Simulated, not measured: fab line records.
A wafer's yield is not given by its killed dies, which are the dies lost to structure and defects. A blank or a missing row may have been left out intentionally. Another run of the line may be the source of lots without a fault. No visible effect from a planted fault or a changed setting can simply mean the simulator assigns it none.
Which of the tools did it? ; flow sky130 ; 18 wafers from 6 lots sampled at 2 of the route's 708 steps

WHAT THE GAUGES READ, wafer by wafer
SKY_SONOS_ONO_THK_MEAS_03.
lot;measured;on;SONOS_ONO_CVD_02_THK (nm)
L846;day 12 09:03;film metro-03;10.43 10.41 10.41
L849;day 13 07:26;film metro-04;10.24 10.29 10.08
L851;day 13 18:55;film metro-04;10.35 10.50 10.30
L853;day 14 09:02;film metro-03;10.97 11.00 10.98
L864;day 18 00:34;film metro-04;10.54 10.47 10.57
L866;day 19 05:34;film metro-03;10.46 10.48 10.44

WHICH TOOL RAN EACH LOT (tool, then ch and the chambers of the sampled wafers, then the start)
lot;SKY_SONOS_ONO_CVD_02
L846;lpcvd-02 ch 0, day 12 08:00
L849;lpcvd-02 ch 1, day 13 06:23
L851;lpcvd-02 ch 1, day 13 17:52
L853;lpcvd-02 ch 0, day 14 07:58
L864;lpcvd-02 ch 1, day 17 23:31
L866;lpcvd-02 ch 1, day 19 04:29
- SKY_SONOS_ONO_CVD_02: deposits Si3N4 from DCS/NH3, target thk 10.5 nm, time 180 s.

THE ANSWER, worked out from the rows above alone
Rule: the usual values come from the lots themselves. The widest of any qualifying gaps counts: lots, ordered by their means at a reading, are off when they make up no more than a third of the lots, leave a main group of 4 or more, and stand apart from it by 3 or more times the standard deviation of that group's means. If all means in a main group match to the digits the tables above print for the reading, that group is not used. A lot without any number at a reading at which 4 lots or more have one is off too. Any other lot the step has rows for is counted as sound.
Off: L853, seen at SKY_SONOS_ONO_THK_MEAS_03 (SONOS_ONO_CVD_02_THK). Mean 10.40 nm and standard deviation 0.11 in the main group.
If a tool, at a process step before that reading, ran all the lots that are off and no sound lot after the first of them, it fits. Those tools and the gauges at SKY_SONOS_ONO_THK_MEAS_03 are tried in the same way. Not one of the candidates tried fits.

WHAT THE SIMULATOR HAD INSERTED
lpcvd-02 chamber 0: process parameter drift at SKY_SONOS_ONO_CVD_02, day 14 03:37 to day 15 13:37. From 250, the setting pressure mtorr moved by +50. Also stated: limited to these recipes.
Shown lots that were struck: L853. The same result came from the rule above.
